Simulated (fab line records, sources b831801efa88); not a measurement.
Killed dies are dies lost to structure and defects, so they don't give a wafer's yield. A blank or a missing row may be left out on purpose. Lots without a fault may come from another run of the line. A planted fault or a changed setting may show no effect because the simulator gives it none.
A struck lot beside a sound one | flow sky130 | 18 steps out of a route of 708
Sound: wafers L338.4, L338.5, L338.6. Struck: wafers L351.2, L351.4, L351.6. The cause comes at the end.
At each step with rows: each side's tool, then ch and its chambers, then its first start. Under that, the readings that differ: sound wafers | struck wafers | difference of the means | sigmas: that difference in standard deviations of wafers without a fault.
alike: readings whose means differ by less than 2 such deviations, and words and numbers that are the same on both sides. not compared: withheld readings, readings that some wafer has no value for, bounds like >300 that may hide the same value, and numbers for which the record gives no deviation and whose values overlap.
The two part at a step that has a row with sigmas, a row that says differs or no value, or rows on one side only. Numbers that don't overlap but have no deviation are shown without sigmas and don't part them. A reading that every wafer of one side lacks parts them only if that side has two wafers or more.

SKY_FIELD_ISO_THK_MEAS_02:
  sound on film_metro-01, day 2 12:40; struck on film_metro-01, day 5 05:38
  alike: FIELD_ISO_OXIDATION_00_THK
then, 1 step without rows for these wafers: SKY_FIELD_ISO_CVD_03 (deposits Si3N4 from DCS/NH3, target thk 165 nm, time 2830 s).
SKY_FIELD_ISO_THK_MEAS_04:
  sound on film_metro-04, day 2 14:31; struck on film_metro-04, day 5 07:29
  alike: FIELD_ISO_CVD_03_THK
then, 8 steps without rows for these wafers: SKY_FIELD_ISO_DEHYDRATE_05 (time 60 s); SKY_FIELD_ISO_HMDS_06 (prime time 60 s); SKY_FIELD_ISO_COAT_07 (resist thk 60 nm); SKY_FIELD_ISO_COAT_08 (resist thk 450 nm); SKY_FIELD_ISO_SOFTBAKE_09 (time 90 s); SKY_FIELD_ISO_EXPOSE_10 (exposes mask FOM, target cd 150 nm); SKY_FIELD_ISO_PEB_11; SKY_FIELD_ISO_DEVELOP_12 (develop time 60 s).
SKY_FIELD_ISO_CD_MEAS_13: target cd 150 nm.
  sound on cd_sem-01, day 3 05:56; struck on cd_sem-01, day 6 00:26
  alike: cd_nm
SKY_FIELD_ISO_ETCH_14: etches BARC in N2/H2, stops on SiO2, time 45.9 s, target depth 60 nm.
  sound on rie_diel-01 ch 1,2,3, day 3 05:59; struck on rie_diel-02 ch 1,3, day 6 00:32
  reading                                          | sound             | struck            | difference | sigmas
  oes_product_au (a.u.)                            | 0.847 0.859 0.853 | 0.609 0.619 0.607 | -0.241     | -50
  run_length_s (s)                                 | 75.1 74.1 74.9    | 121.4 120.8 120.8 | +46.3      | +81
  model.KrF-thick_of_FIELD_ISO_COAT_08.thk_nm (nm) | 392 392.3 390.3   | 347.6 347.3 348.7 | -43.7      |
  model.FIELD_ISO.cd_nm (nm)                       | 151 152.7 148.2   | 142.4 142.4 142.4 | -8.2       |
  alike: chamber_pressure_mTorr, drypump_motor_current_A, n2_flow_sccm, throttle_valve_pct
  not compared: rf_hours_counter_h
SKY_FIELD_ISO_ETCH_15: etches the open film in CHF3/O2, stops on Si, target depth 180 nm, time 72 s.
  sound on rie_diel-01 ch 1,2,3, day 3 06:02; struck on rie_diel-02 ch 1,3, day 6 00:35
  reading                                          | sound             | struck            | difference | sigmas
  model.KrF-thick_of_FIELD_ISO_COAT_08.thk_nm (nm) | 233.8 232.9 228.8 | 191.1 188.6 190.4 | -41.8      |
  alike: chamber_pressure_mTorr, drypump_motor_current_A, oes_product_au, run_length_s, throttle_valve_pct
  not compared: rf_hours_counter_h
SKY_FIELD_ISO_STRIP_16: strips in O2/N2.
  sound on plasma_asher-04 ch 0,1, day 3 06:07; struck on plasma_asher-02 ch 0,1, day 6 00:38
  reading                      | sound             | struck            | difference | sigmas
  drypump_motor_current_A (A)  | 5.86 5.86 6.00    | 5.36 5.31 5.33    | -0.57      | -2
  oes_product_au (a.u.)        | 0.378 0.375 0.373 | 0.350 0.361 0.353 | -0.021     | -5
  strip_time_to_endpoint_s (s) | 3.53 3.50 3.49    | 3.06 3.02 3.04    | -0.47      | -15
  alike: chamber_pressure_mTorr, n2_flow_sccm
  not compared: rf_hours_counter_h
SKY_FIELD_ISO_ETCH_17: etches Si in HBr/Cl2/O2, target depth 342 nm, time 97.7 s.
  sound on rie_si-02 ch 0,1,2, day 3 06:14; struck on rie_si-01 ch 1,2,3, day 6 00:44
  reading                    | sound             | struck            | difference | sigmas
  model.FIELD_ISO.cd_nm (nm) | 150.9 153.6 146.7 | 142.7 143.6 142.6 | -7.4       |
  alike: chamber_pressure_mTorr, drypump_motor_current_A, mfc_cl2_sccm, oes_product_au, run_length_s, throttle_valve_pct
  not compared: rf_hours_counter_h
then, 1 step without rows for these wafers: SKY_FIELD_ISO_WET_ETCH_18 (etches Si3N4 in H3PO4, target depth 25 nm, time 286 s).
-- the record jumps here: 44 days lie between the struck wafers' starts before and after (it left off in module FIELD_ISO and takes up again in module PAD_OPEN, whose first step shown is number 708 of the route) --
SKY_PAD_OPEN_PROBE_99:
  sound on prober-01, day 46 22:32; struck on prober-01, day 49 19:25
  reading                                | sound             | struck            | difference | sigmas
  model.etest.pfet_g5v0d10v5.r_on_ohm_um | 4700 4681 4784    | 4815 4957 4872    | +160       |
  model.etest.res_pdiff.line_ohm_um      | 1405 1367 1436    | 1463 1449 1461    | +55        |
  model.etest.sram_nfet_pass.drive_ua_um | 510.5 521.1 483.1 | 463.1 443.3 446.6 | -53.9      |
  model.etest.res_ndiff.width_nm (nm)    | 156.8 160.6 154   | 149.5 150.2 149   | -7.6       |
  model.etest.res_pdiff.width_nm (nm)    | 144.4 147.6 140.2 | 136 137 135.4     | -8         |
  alike: killed_at_M0_to_M3, killed_at_M4_up, killed_at_contacts, killed_at_front_end, killed_at_other, killed_dies, killed_open, killed_short
  not compared: model.etest.res_ndiff.line_ohm_um

WHERE THEY PART
First at SKY_FIELD_ISO_ETCH_14; last, within this record, at SKY_FIELD_ISO_STRIP_16. Later steps at which nothing parts them and some readings are alike: SKY_FIELD_ISO_ETCH_17, SKY_PAD_OPEN_PROBE_99.

WHY: what the simulator had put in
Process parameter drift: rie_diel-02, from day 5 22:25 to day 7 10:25, at SKY_FIELD_ISO_ETCH_14. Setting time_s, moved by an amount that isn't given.
